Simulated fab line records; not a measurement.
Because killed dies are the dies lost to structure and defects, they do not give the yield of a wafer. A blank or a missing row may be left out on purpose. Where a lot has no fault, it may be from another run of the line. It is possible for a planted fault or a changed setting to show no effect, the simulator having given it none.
fab line records	flow gf180mcu
[record] lots = 24	wafers = 72	lastDay = 34
route steps=602 shown V2@385 V4@500 M5@536 V5@562 PASSIVATION@599
lots that met no fault: from a run of the same line without faults
startH: the number of hours between the record's first day and the start of the first shown wafer of the lot	waitH: hours from the lot's prior step to this one	" the same as in the row above	L1.1+2: several wafers, shown together as one row	- no value, or no start given	* or withheld: withheld	< > ~ a bound
route shown NAME@n: NAME is a module with steps in the file, n the number in the route of the first one	usual: average and standard deviation across the fault-free wafers	same: alike in all rows	chamber/n: place in a boat	sites: readings site by site	_std_site: how widely they spread, as a standard deviation	_edge_site: the outer-site mean with the inner-site mean subtracted	radiusMm: how far each site lies from the wafer's centre	mask NAME#n: copy n	behind: the last tool/chamber to shape the wafer	hold: what put the lot on hold/how long, in hours/how the hold closed	device: transistor that didn't switch, given as n, p or np	end of line: the tests these same wafers got at the end of their route	for a step that has no rows: nothing shown but its recipe	killed: the dies lost at the first sort to structure and to defects; this is not the yield of the wafer	map: a wafer's dies, marking killed ones x, the rest . and places with no die _
set.NAME: the run value of the setting; set.NAME@STEP: its run value at that earlier step	model.NAME: the simulator's own value behind a step, which no gauge read
route steps across a sampled set of lots; one table per step, one row per wafer
services: when a tool's chamber went out of use (startH, in hours from the record's first day, below 0 if earlier), for how many hours, and the reason
[[steps]]
[step GF_V2_THK_MEAS_03]
[recipe] reads = SiO2_of_V2_CVD_02
[usual] V2_CVD_02_THK = 852/11
lot.wafer	tool	chamber	startH	waitH	V2_CVD_02_THK[nm]
L074.1	filmMetro-02	-	431.01	0.0	849
L074.3	"	-	"	"	848
L074.5	"	-	"	"	859
L075.2	filmMetro-01	-	437.22	0.0	832
L075.3	"	-	"	"	847
L075.5	"	-	"	"	858
L076.3	filmMetro-01	-	450.80	0.1	849
L076.5	"	-	"	"	870
L076.6	"	-	"	"	869
L077.3	filmMetro-01	-	456.93	0.1	849
L077.4	"	-	"	"	847
L077.6	"	-	"	"	849
L078.1	filmMetro-04	-	478.14	0.0	838
L078.2	"	-	"	"	844
L078.4	"	-	"	"	858
L079.2	filmMetro-04	-	478.85	0.0	850
L079.3	"	-	"	"	852
L079.4	"	-	"	"	867
L080.3	filmMetro-01	-	489.25	0.1	848
L080.4	"	-	"	"	858
L080.5	"	-	"	"	859
L081.1	filmMetro-01	-	502.65	0.0	843
L081.3	"	-	"	"	848
L081.6	"	-	"	"	864
L082.3	filmMetro-02	-	524.59	0.1	852
L082.5	"	-	"	"	865
L082.6	"	-	"	"	856
L083.1	filmMetro-04	-	533.53	0.0	855
L083.3	"	-	"	"	853
L083.6	"	-	"	"	859
L084.4	filmMetro-01	-	536.61	0.0	861
L084.5	"	-	"	"	839
L084.6	"	-	"	"	853
L085.3	filmMetro-02	-	550.95	0.1	848
L085.4	"	-	"	"	867
L085.5	"	-	"	"	853
L086.1	filmMetro-04	-	554.77	0.0	838
L086.5	"	-	"	"	862
L086.6	"	-	"	"	851
L087.3	filmMetro-01	-	561.63	0.1	855
L087.4	"	-	"	"	861
L087.6	"	-	"	"	860
L089.3	filmMetro-04	-	566.72	0.1	835
L089.4	"	-	"	"	862
L089.6	"	-	"	"	847
L088.3	filmMetro-02	-	573.76	0.1	833
L088.4	"	-	"	"	841
L088.5	"	-	"	"	844
L090.4	filmMetro-02	-	578.25	0.0	855
L090.5	"	-	"	"	862
L090.6	"	-	"	"	863
L092.3	filmMetro-01	-	590.34	0.1	851
L092.5	"	-	"	"	859
L092.6	"	-	"	"	847
L091.2	filmMetro-01	-	592.33	0.0	844
L091.3	"	-	"	"	847
L091.4	"	-	"	"	855
L093.1	filmMetro-04	-	608.68	0.0	855
L093.2	"	-	"	"	850
L093.4	"	-	"	"	871
L094.2	filmMetro-02	-	610.58	0.0	859
L094.4	"	-	"	"	877
L094.6	"	-	"	"	870
L095.3	filmMetro-01	-	613.26	0.1	842
L095.4	"	-	"	"	854
L095.5	"	-	"	"	853
L096.4	filmMetro-02	-	621.30	0.0	874
L096.5	"	-	"	"	873
L096.6	"	-	"	"	859
L097.2	filmMetro-02	-	627.53	0.0	827
L097.3	"	-	"	"	829
L097.5	"	-	"	"	843
[step GF_V2_BOW_MEAS_05]
[recipe] mode = bow
[usual] V2_BOW = 99/8
lot.wafer	tool	chamber	startH	waitH	V2_BOW[um]
L074.1	filmMetro-02	-	431.37	0.2	94
L074.3	"	-	"	"	90
L074.5	"	-	"	"	106
L075.2	filmMetro-04	-	437.59	0.1	99
L075.3	"	-	"	"	87
L075.5	"	-	"	"	96
L076.3	filmMetro-04	-	451.18	0.2	99
L076.5	"	-	"	"	94
L076.6	"	-	"	"	91
L077.3	filmMetro-01	-	457.31	0.2	88
L077.4	"	-	"	"	94
L077.6	"	-	"	"	93
L078.1	filmMetro-02	-	478.50	0.1	111
L078.2	"	-	"	"	101
L078.4	"	-	"	"	100
L079.2	filmMetro-04	-	479.22	0.2	96
L079.3	"	-	"	"	101
L079.4	"	-	"	"	102
L080.3	filmMetro-01	-	489.63	0.2	116
L080.4	"	-	"	"	97
L080.5	"	-	"	"	113
L081.1	filmMetro-04	-	503.01	0.1	110
L081.3	"	-	"	"	99
L081.6	"	-	"	"	101
L082.3	filmMetro-02	-	524.97	0.2	96
L082.5	"	-	"	"	108
L082.6	"	-	"	"	95
L083.1	filmMetro-02	-	533.89	0.1	108
L083.3	"	-	"	"	99
L083.6	"	-	"	"	98
L084.4	filmMetro-04	-	537.00	0.3	110
L084.5	"	-	"	"	114
L084.6	"	-	"	"	116
L085.3	filmMetro-04	-	551.33	0.2	94
L085.4	"	-	"	"	102
L085.5	"	-	"	"	95
L086.1	filmMetro-04	-	555.23	0.2	93
L086.5	"	-	"	"	92
L086.6	"	-	"	"	100
L087.3	filmMetro-02	-	562.07	0.3	92
L087.4	"	-	"	"	101
L087.6	"	-	"	"	113
L089.3	filmMetro-02	-	567.10	0.2	100
L089.4	"	-	"	"	88
L089.6	"	-	"	"	96
L088.3	filmMetro-02	-	574.18	0.2	94
L088.4	"	-	"	"	103
L088.5	"	-	"	"	100
L090.4	filmMetro-04	-	578.66	0.2	99
L090.5	"	-	"	"	98
L090.6	"	-	"	"	95
L092.3	filmMetro-02	-	591.62	0.2	91
L092.5	"	-	"	"	96
L092.6	"	-	"	"	106
L091.2	filmMetro-02	-	592.70	0.2	104
L091.3	"	-	"	"	106
L091.4	"	-	"	"	97
L093.1	filmMetro-01	-	609.04	0.1	79
L093.2	"	-	"	"	102
L093.4	"	-	"	"	95
L094.2	filmMetro-01	-	610.95	0.3	80
L094.4	"	-	"	"	89
L094.6	"	-	"	"	86
L095.3	filmMetro-02	-	613.83	0.2	94
L095.4	"	-	"	"	96
L095.5	"	-	"	"	86
L096.4	filmMetro-01	-	621.69	0.2	100
L096.5	"	-	"	"	104
L096.6	"	-	"	"	85
L097.2	filmMetro-04	-	628.07	0.2	99
L097.3	"	-	"	"	85
L097.5	"	-	"	"	96
[step GF_V4_RS_MEAS_24]
[recipe] thkMeasGauge = four-point-probe	reads = W_of_V4_CVD_23+TiN_of_V4_SPUTTER_22+Ti_of_V4_SPUTTER_21
[usual] V4_W_RS = 0.329/0.0036
lot.wafer	tool	chamber	startH	waitH	V4_W_RS[ohm/sq]
L074.1	filmMetro-01	-	557.00	0.1	0.334
L074.3	"	-	"	"	0.330
L074.5	"	-	"	"	0.330
L075.2	filmMetro-01	-	561.27	0.1	0.333
L075.3	"	-	"	"	0.332
L075.5	"	-	"	"	0.335
L076.3	filmMetro-01	-	574.44	0.1	0.332
L076.5	"	-	"	"	0.330
L076.6	"	-	"	"	0.332
L077.3	filmMetro-04	-	580.42	0.1	0.336
L077.4	"	-	"	"	0.330
L077.6	"	-	"	"	0.331
L078.1	filmMetro-04	-	598.09	0.1	0.324
L078.2	"	-	"	"	0.319
L078.4	"	-	"	"	0.322
L079.2	filmMetro-01	-	600.32	0.1	0.325
L079.3	"	-	"	"	0.327
L079.4	"	-	"	"	0.324
L080.3	filmMetro-02	-	608.78	0.1	0.329
L080.4	"	-	"	"	0.329
L080.5	"	-	"	"	0.328
L081.1	filmMetro-02	-	620.22	0.1	0.325
L081.3	"	-	"	"	0.326
L081.6	"	-	"	"	0.326
L082.3	filmMetro-02	-	639.27	0.1	0.325
L082.5	"	-	"	"	0.328
L082.6	"	-	"	"	0.326
L083.1	filmMetro-01	-	647.62	0.1	0.326
L083.3	"	-	"	"	0.326
L083.6	"	-	"	"	0.326
L084.4	filmMetro-04	-	649.85	0.1	0.323
L084.5	"	-	"	"	0.321
L084.6	"	-	"	"	0.325
L085.3	filmMetro-04	-	663.24	0.1	0.337
L085.4	"	-	"	"	0.335
L085.5	"	-	"	"	0.331
L086.1	filmMetro-04	-	666.69	0.1	0.329
L086.5	"	-	"	"	0.331
L086.6	"	-	"	"	0.328
L087.3	filmMetro-04	-	672.17	0.1	0.327
L087.4	"	-	"	"	0.326
L087.6	"	-	"	"	0.330
L089.3	filmMetro-02	-	675.73	0.1	0.334
L089.4	"	-	"	"	0.328
L089.6	"	-	"	"	0.332
L088.3	filmMetro-02	-	682.02	0.1	0.332
L088.4	"	-	"	"	0.330
L088.5	"	-	"	"	0.328
L090.4	filmMetro-02	-	687.91	0.1	0.334
L090.5	"	-	"	"	0.334
L090.6	"	-	"	"	0.332
L092.3	filmMetro-04	-	697.85	0.1	0.333
L092.5	"	-	"	"	0.330
L092.6	"	-	"	"	0.333
L091.2	filmMetro-02	-	699.42	0.1	0.325
L091.3	"	-	"	"	0.326
L091.4	"	-	"	"	0.324
L093.1	filmMetro-01	-	712.69	0.1	0.334
L093.2	"	-	"	"	0.327
L093.4	"	-	"	"	0.328
L094.2	filmMetro-02	-	714.53	0.2	0.329
L094.4	"	-	"	"	0.327
L094.6	"	-	"	"	0.329
L095.3	filmMetro-04	-	717.07	0.1	0.331
L095.4	"	-	"	"	0.333
L095.5	"	-	"	"	0.328
L096.4	filmMetro-01	-	723.69	0.1	0.329
L096.5	"	-	"	"	0.328
L096.6	"	-	"	"	0.329
L097.2	filmMetro-01	-	730.13	0.1	0.324
L097.3	"	-	"	"	0.324
L097.5	"	-	"	"	0.326
[step GF_M5_METAL_ETCH_10]
[recipe] chemistry = Cl2/BCl3	maskMaterial = KrF	targetDepthNm = 627.5	stopOn = SiO2	pressureMtorr = 8	icpW = 800	biasW = 140	Cl2_flow_sccm = 80	bcl3FlowSccm = 40	timeS = 104.6
[usual] drypumpMotorCurrentA = 5.8/0.35	oesProductAu = 0.969/0.0066	throttleValvePct = 28.253/0.011
lot.wafer	tool	chamber	startH	waitH	drypumpMotorCurrentA	oesProductAu	rfHoursCounterH	throttleValvePct
L074.1	rieMetal-02	0	601.30	0.0	5.8	0.967	2.5	28.254
L074.3	"	0	"	"	5.8	0.975	-	28.244
L074.5	"	0	"	"	5.8	0.971	-	28.255
L075.2	rieMetal-03	0	606.24	0.0	5.7	0.977	-	28.244
L075.3	"	0	"	"	5.7	0.981	-	28.238
L075.5	"	0	"	"	5.7	0.976	-	28.232
L076.3	rieMetal-03	1	618.16	0.0	6.4	0.967	-	28.233
L076.5	"	0	"	"	5.7	0.967	-	28.238
L076.6	"	1	"	"	6.3	0.962	-	28.249
L077.3	rieMetal-02	1	623.88	0.0	5.4	0.967	-	28.276
L077.4	"	0	"	"	5.8	0.963	-	28.258
L077.6	"	1	"	"	5.3	0.961	-	28.255
L078.1	rieMetal-03	1	640.15	0.0	6.3	0.975	0.8	28.262
L078.2	"	0	"	"	5.7	0.971	5.4	28.258
L078.4	"	1	"	"	6.3	0.971	-	28.260
L079.2	rieMetal-01	0	641.86	0.0	6.3	0.967	-	28.251
L079.3	"	0	"	"	6.3	0.975	-	28.255
L079.4	"	0	"	"	6.3	0.969	-	28.255
L080.3	rieMetal-03	0	650.51	0.0	5.8	0.967	-	28.258
L080.4	"	1	"	"	6.4	0.960	-	28.254
L080.5	"	1	"	"	6.4	0.958	-	28.267
L081.1	rieMetal-02	0	662.02	0.0	5.8	0.964	4.3	28.277
L081.3	"	0	"	"	5.8	0.964	-	28.252
L081.6	"	0	"	"	5.8	0.965	-	28.259
L082.3	rieMetal-02	0	679.34	0.0	5.8	0.960	-	28.254
L082.5	"	0	"	"	5.8	0.970	-	28.258
L082.6	"	1	"	"	5.4	0.966	-	28.259
L083.1	rieMetal-01	1	687.70	0.0	5.8	0.966	1.9	28.255
L083.3	"	1	"	"	5.8	0.959	-	28.256
L083.6	"	1	"	"	5.8	0.964	-	28.263
L084.4	rieMetal-01	1	689.36	0.1	5.8	0.965	-	28.260
L084.5	"	1	"	"	5.8	0.967	-	28.265
L084.6	"	1	"	"	5.8	0.970	-	28.260
L085.3	rieMetal-01	1	702.18	0.0	5.8	0.970	-	28.235
L085.4	"	0	"	"	6.4	0.988	-	28.238
L085.5	"	1	"	"	5.8	0.969	-	28.246
L086.1	rieMetal-02	1	705.42	0.0	5.4	0.968	4.6	28.271
L086.5	"	1	"	"	5.3	0.969	-	28.264
L086.6	"	0	"	"	5.7	0.961	-	28.250
L087.3	rieMetal-02	0	710.39	0.0	5.8	0.970	-	28.260
L087.4	"	1	"	"	5.3	0.964	-	28.247
L087.6	"	1	"	"	5.3	0.976	-	28.265
L089.3	rieMetal-02	0	713.94	0.0	5.8	0.967	-	28.262
L089.4	"	1	"	"	5.3	0.968	-	28.275
L089.6	"	1	"	"	5.3	0.966	-	28.254
L088.3	rieMetal-02	1	720.46	0.0	5.4	0.961	-	28.257
L088.4	"	0	"	"	5.8	0.972	-	28.259
L088.5	"	1	"	"	5.3	0.965	-	28.257
L090.4	rieMetal-01	1	725.13	0.0	5.8	0.970	-	28.250
L090.5	"	1	"	"	5.8	0.969	-	28.270
L090.6	"	0	"	"	6.3	0.960	-	28.247
L092.3	rieMetal-03	0	734.79	0.0	5.7	0.967	-	28.241
L092.5	"	1	"	"	6.3	0.980	-	28.255
L092.6	"	0	"	"	5.8	0.982	-	28.226
L091.2	rieMetal-01	0	735.45	0.0	6.3	0.970	1.4	28.241
L091.3	"	0	"	"	6.3	0.966	-	28.260
L091.4	"	1	"	"	5.8	0.967	-	28.263
L093.1	rieMetal-01	0	747.57	0.0	6.3	0.970	2.1	28.259
L093.2	"	1	"	"	5.8	0.976	5.2	28.244
L093.4	"	1	"	"	5.8	0.979	-	28.244
L094.2	rieMetal-03	0	750.90	0.0	5.7	0.968	9.7	28.240
L094.4	"	1	"	"	6.3	0.978	-	28.275
L094.6	"	0	"	"	5.7	0.967	-	28.261
L095.3	rieMetal-01	0	752.63	0.0	6.3	0.968	-	28.254
L095.4	"	1	"	"	5.8	0.963	-	28.266
L095.5	"	0	"	"	6.3	0.966	-	28.258
L096.4	rieMetal-02	0	759.84	0.0	5.8	0.966	-	28.251
L096.5	"	1	"	"	5.3	0.960	-	28.257
L096.6	"	0	"	"	5.8	0.973	-	28.246
L097.2	rieMetal-01	1	764.52	0.0	5.8	0.979	6.2	28.250
L097.3	"	0	"	"	6.3	0.981	-	28.237
L097.5	"	1	"	"	5.8	0.972	-	28.237
[step GF_V5_SPUTTER_22]
[recipe] material = TiN	targetThkNm = 10	chamberPressurePa = 5	powerW = 4000	timeS = 40
[usual] cathodeDcPowerW = 4000.0/0.75	throttleValvePct = 29.4/1.1
lot.wafer	tool	chamber	startH	waitH	cathodeDcPowerW	throttleValvePct
L074.1	pvdSputter-02	-	624.06	0.0	3999.8	30.5
L074.3	"	-	"	"	4000.4	30.0
L074.5	"	-	"	"	4000.3	30.2
L075.2	pvdSputter-03	-	629.20	0.0	4000.1	29.7
L075.3	"	-	"	"	3999.4	27.8
L075.5	"	-	"	"	3998.5	31.2
L076.3	pvdSputter-02	-	640.73	0.0	3999.4	28.7
L076.5	"	-	"	"	3999.0	30.0
L076.6	"	-	"	"	4000.1	30.2
L077.3	pvdSputter-02	-	645.98	0.0	3999.6	29.8
L077.4	"	-	"	"	4000.9	29.7
L077.6	"	-	"	"	3999.5	28.9
L078.1	pvdSputter-03	-	662.31	0.0	4000.2	31.1
L078.2	"	-	"	"	3998.6	28.2
L078.4	"	-	"	"	4000.4	30.6
L079.2	pvdSputter-03	-	664.29	0.0	4000.9	31.3
L079.3	"	-	"	"	4000.7	28.0
L079.4	"	-	"	"	3998.8	31.2
L080.3	pvdSputter-01	-	672.69	0.0	4000.5	28.9
L080.4	"	-	"	"	3999.5	27.2
L080.5	"	-	"	"	3999.3	30.4
L081.1	pvdSputter-03	-	683.07	0.0	4000.0	27.8
L081.3	"	-	"	"	3999.7	29.6
L081.6	"	-	"	"	3999.5	31.0
L082.3	pvdSputter-02	-	700.25	0.0	4001.5	28.4
L082.5	"	-	"	"	3999.6	30.3
L082.6	"	-	"	"	3999.7	28.3
L083.1	pvdSputter-03	-	709.12	0.0	3999.7	31.1
L083.3	"	-	"	"	4000.7	27.9
L083.6	"	-	"	"	3998.6	29.8
L084.4	pvdSputter-02	-	709.82	0.0	3999.6	30.5
L084.5	"	-	"	"	4000.7	28.8
L084.6	"	-	"	"	3999.8	28.4
L085.3	pvdSputter-01	-	721.82	0.0	3999.3	28.7
L085.4	"	-	"	"	4000.1	30.5
L085.5	"	-	"	"	4000.0	28.7
L086.1	pvdSputter-02	-	725.48	0.0	4000.3	28.8
L086.5	"	-	"	"	3998.9	28.7
L086.6	"	-	"	"	4001.0	29.9
L087.3	pvdSputter-03	-	730.32	0.0	4000.4	27.9
L087.4	"	-	"	"	3999.7	29.8
L087.6	"	-	"	"	4000.0	30.4
L089.3	pvdSputter-02	-	733.95	0.0	4000.2	28.3
L089.4	"	-	"	"	3999.4	30.4
L089.6	"	-	"	"	3999.1	28.4
L088.3	pvdSputter-02	-	739.95	0.0	4000.3	28.3
L088.4	"	-	"	"	4000.2	28.6
L088.5	"	-	"	"	4000.9	30.0
L090.4	pvdSputter-01	-	744.91	0.0	3999.8	27.5
L090.5	"	-	"	"	4001.1	30.5
L090.6	"	-	"	"	4000.5	27.6
L092.3	pvdSputter-01	-	754.06	0.0	3999.5	29.2
L092.5	"	-	"	"	4001.8	30.4
L092.6	"	-	"	"	3999.1	29.1
L091.2	pvdSputter-02	-	757.93	0.0	3999.8	28.3
L091.3	"	-	"	"	3998.8	30.2
L091.4	"	-	"	"	4000.2	29.4
L093.1	pvdSputter-01	-	766.80	0.0	3999.5	29.5
L093.2	"	-	"	"	4001.2	27.5
L093.4	"	-	"	"	3999.4	28.9
L094.2	pvdSputter-02	-	769.16	0.0	4000.3	30.0
L094.4	"	-	"	"	4000.3	28.8
L094.6	"	-	"	"	4000.0	30.3
L095.3	pvdSputter-01	-	770.82	0.0	3999.7	29.0
L095.4	"	-	"	"	3999.9	29.3
L095.5	"	-	"	"	4001.8	30.5
L096.4	pvdSputter-01	-	778.64	0.0	4000.1	27.5
L096.5	"	-	"	"	4000.6	29.2
L096.6	"	-	"	"	3999.7	30.3
L097.2	pvdSputter-02	-	782.35	0.0	4001.0	28.7
L097.3	"	-	"	"	3999.6	29.9
L097.5	"	-	"	"	3999.2	29.6
[step GF_PASSIVATION_STRIP_12]
[recipe] chemistry = O2/N2	powerW = 1400	pressureMtorr = 1500	platenTempC = 250	o2FlowSccm = 3000	n2FlowSccm = 300	overashFraction = 0.5
[usual] drypumpMotorCurrentA = 5.8/0.53	heaterPowerW = 327/25	oesProductAu = 0.719/0.0043	stripTimeToEndpointS = 34.83/0.21
lot.wafer	tool	chamber	startH	waitH	drypumpMotorCurrentA	heaterPowerW	oesProductAu	rfHoursCounterH	stripTimeToEndpointS
L074.1	plasmaAsher-02	0	666.23	0.1	5.2	367	0.720	57	34.70
L074.3	"	1	"	"	6.1	357	0.722	-	34.64
L074.5	"	0	"	"	5.2	365	0.716	-	34.80
L075.2	plasmaAsher-02	1	670.60	0.1	6.0	346	0.718	57	35.16
L075.3	"	1	"	"	6.0	352	0.722	-	35.08
L075.5	"	0	"	"	5.2	363	0.712	-	34.98
L076.3	plasmaAsher-03	1	681.59	0.2	6.2	347	0.721	-	34.81
L076.5	"	1	"	"	6.2	342	0.721	-	34.75
L076.6	"	0	"	"	6.2	314	0.724	-	34.49
L077.3	plasmaAsher-03	0	686.83	0.2	6.2	310	0.717	-	34.68
L077.4	"	1	"	"	6.2	346	0.724	-	34.79
L077.6	"	1	"	"	6.2	350	0.716	-	34.34
L078.1	plasmaAsher-04	1	701.68	0.1	4.8	295	0.717	109	34.89
L078.2	"	0	"	"	5.7	298	0.719	109	34.91
L078.4	"	1	"	"	4.8	286	0.728	-	34.72
L079.2	plasmaAsher-02	0	703.58	0.1	5.2	363	0.723	61	35.06
L079.3	"	1	"	"	6.0	365	0.720	-	34.82
L079.4	"	0	"	"	5.2	357	0.717	-	34.83
L080.3	plasmaAsher-04	0	711.84	0.2	5.7	303	0.721	-	34.80
L080.4	"	1	"	"	4.8	293	0.722	-	35.08
L080.5	"	0	"	"	5.7	309	0.718	-	34.77
L081.1	plasmaAsher-04	1	721.46	0.1	4.8	295	0.725	112	35.34
L081.3	"	1	"	"	4.8	293	0.713	-	35.17
L081.6	"	1	"	"	4.8	291	0.719	-	35.17
L082.3	plasmaAsher-03	1	738.77	0.2	6.2	343	0.725	-	34.75
L082.5	"	0	"	"	6.2	315	0.718	-	34.61
L082.6	"	1	"	"	6.2	340	0.717	-	34.79
L083.1	plasmaAsher-03	0	746.66	0.1	6.1	313	0.720	102	34.81
L083.3	"	0	"	"	6.2	316	0.721	-	34.57
L083.6	"	1	"	"	6.2	350	0.718	-	34.74
L084.4	plasmaAsher-04	0	746.78	0.2	5.7	310	0.713	-	34.72
L084.5	"	0	"	"	5.7	315	0.725	-	34.75
L084.6	"	1	"	"	4.8	284	0.721	-	34.69
L085.3	plasmaAsher-04	1	758.57	0.2	4.8	278	0.714	-	34.86
L085.4	"	0	"	"	5.7	308	0.717	-	34.82
L085.5	"	0	"	"	5.7	307	0.720	-	34.72
L086.1	plasmaAsher-04	0	761.50	0.1	5.7	316	0.720	2	34.75
L086.5	"	1	"	"	4.8	292	0.730	-	34.81
L086.6	"	0	"	"	5.7	318	0.719	-	34.46
L087.3	plasmaAsher-04	0	765.39	0.2	5.7	308	0.719	-	34.68
L087.4	"	1	"	"	4.8	289	0.715	-	34.61
L087.6	"	0	"	"	5.7	318	0.722	-	34.79
L089.3	plasmaAsher-03	1	769.23	0.2	6.2	351	0.722	-	34.57
L089.4	"	0	"	"	6.2	312	0.713	-	34.61
L089.6	"	0	"	"	6.2	311	0.714	-	34.65
L088.3	plasmaAsher-03	1	774.87	0.2	6.2	346	0.724	-	35.18
L088.4	"	0	"	"	6.2	317	0.714	-	35.04
L088.5	"	1	"	"	6.2	342	0.722	-	35.09
L090.4	plasmaAsher-02	0	779.63	0.2	5.2	369	0.717	-	34.96
L090.5	"	0	"	"	5.2	358	0.719	-	34.94
L090.6	"	1	"	"	6.0	353	0.718	-	34.86
L092.3	plasmaAsher-03	0	788.33	0.2	6.2	319	0.724	-	34.87
L092.5	"	0	"	"	6.2	314	0.711	-	34.60
L092.6	"	1	"	"	6.2	344	0.715	-	34.60
L091.2	plasmaAsher-03	1	791.70	0.1	6.2	343	0.727	107	34.98
L091.3	"	1	"	"	6.2	350	0.720	-	35.34
L091.4	"	0	"	"	6.2	320	0.720	-	35.14
L093.1	plasmaAsher-02	1	800.13	0.1	6.1	353	0.714	68	34.74
L093.2	"	0	"	"	5.2	360	0.713	68	34.99
L093.4	"	0	"	"	5.2	363	0.727	-	34.57
L094.2	plasmaAsher-03	0	802.23	0.1	6.1	319	0.717	108	35.10
L094.4	"	1	"	"	6.2	346	0.720	-	35.10
L094.6	"	0	"	"	6.2	317	0.718	-	34.97
L095.3	plasmaAsher-03	1	803.99	0.2	6.2	355	0.717	-	34.72
L095.4	"	0	"	"	6.2	321	0.710	-	34.87
L095.5	"	0	"	"	6.2	315	0.719	-	34.57
L096.4	plasmaAsher-04	1	811.39	0.0	4.8	290	0.721	-	34.96
L096.5	"	0	"	"	5.7	307	0.725	-	34.91
L096.6	"	1	"	"	4.8	287	0.722	-	35.27
L097.2	plasmaAsher-03	1	815.15	0.1	6.2	344	0.725	109	35.05
L097.3	"	1	"	"	6.2	347	0.714	-	34.92
L097.5	"	0	"	"	6.2	311	0.733	-	34.83
[[services]]
tool	chamber	startH	hours	kind
pvdSputter-02	-	581.45	1.3	repair
rieMetal-02	-	614.28	2.8	pm
plasmaAsher-03	-	614.87	2.1	repair
pvdSputter-02	-	636.00	3.1	repair
plasmaAsher-03	-	647.54	4.5	repair
rieMetal-02	0	652.94	3.5	repair
plasmaAsher-04	-	665.29	28.1	pm
rieMetal-01	-	682.79	0.5	repair
pvdSputter-03	-	683.69	2.2	repair
rieMetal-02	-	687.09	15.6	pm
plasmaAsher-03	-	709.34	2.8	pm
plasmaAsher-02	-	721.54	28.1	pm
plasmaAsher-04	-	722.11	0.3	repair
plasmaAsher-04	-	733.75	9.0	pm
pvdSputter-03	-	735.60	9.0	repair
pvdSputter-02	-	742.29	7.9	repair
rieMetal-03	-	746.85	2.8	pm
rieMetal-03	0	755.22	22.6	repair
pvdSputter-02	-	766.30	2.5	repair
rieMetal-03	1	778.95	6.6	repair
pvdSputter-01	-	782.55	12.0	repair
plasmaAsher-04	-	785.02	1.1	repair
rieMetal-03	1	788.06	11.3	repair
rieMetal-02	1	797.57	4.0	repair
[[key]]
fault none
